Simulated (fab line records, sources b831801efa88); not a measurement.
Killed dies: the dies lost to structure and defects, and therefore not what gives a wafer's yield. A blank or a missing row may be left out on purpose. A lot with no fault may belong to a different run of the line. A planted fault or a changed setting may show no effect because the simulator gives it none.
Which tool was responsible? ; flow gf180mcu ; 18 wafers from 6 lots sampled at 2 of the route's 602 steps

WHAT EACH GAUGE READ, for each wafer
GF_VT_IMPLANT_TW_MEAS_32.
lot;measured;on;VT_IMPLANT_3_TW
L528;day 7 01:36;film-metro-04;263.7 261.9 263.7
L531;day 7 20:55;film-metro-01;270.4 269.6 270.2
L539;day 10 00:47;film-metro-03;298.6 301.3 299.5
L541;day 10 19:53;film-metro-04;297.5 295.7 297.0
L545;day 11 19:33;film-metro-04;264.7 264.6 263.8
L549;day 12 19:08;film-metro-03;268.8 268.9 270.2

WHICH TOOL RAN EACH LOT (tool, then ch and the chambers of the sampled wafers, then the start)
lot;GF_VT_IMPLANT_IMPLANT_30
L528;implanter-04 ch 0, day 7 01:24
L531;implanter-03 ch 0, day 7 20:40
L539;implanter-01 ch 0, day 10 00:33
L541;implanter-01 ch 0, day 10 19:39
L545;implanter-04 ch 0, day 11 19:18
L549;implanter-04 ch 0, day 12 18:55
- GF_VT_IMPLANT_IMPLANT_30

THE ANSWER, worked out from the rows above alone
Rule: what is usual is taken from the lots themselves. Put in order of their means at a reading, lots are off if they are a third of the lots or fewer, leave a main group of 4 or more, and stand apart from it by a gap of 3 or more times the standard deviation of the main group's means; of several such gaps the widest counts. A main group whose means are all the same, to the digits that the tables above print for the reading, isn't used. A lot without any number at a reading at which 4 lots or more have one is off too. Where the step has rows for the other lots, those lots are counted as sound.
Off: L539, L541, at GF_VT_IMPLANT_TW_MEAS_32 (VT_IMPLANT_3_TW). For the main group the mean is 266.7 and the standard deviation 3.
If a tool, at a process step before that reading, ran all the lots that are off and no sound lot after the first of them, it fits. The gauges at GF_VT_IMPLANT_TW_MEAS_32 are tried like those tools. One fits: implanter-01 at GF_VT_IMPLANT_IMPLANT_30. It ran no sound lot before its first lot that is off in this sample, so the start can't be narrowed down.

WHAT WAS PUT IN BY THE SIMULATOR
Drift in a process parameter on implanter-01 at GF_VT_IMPLANT_IMPLANT_30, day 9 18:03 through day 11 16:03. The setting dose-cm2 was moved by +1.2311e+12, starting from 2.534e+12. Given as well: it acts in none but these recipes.
Struck lots among those shown: L539, L541. The rule given above showed the same thing.
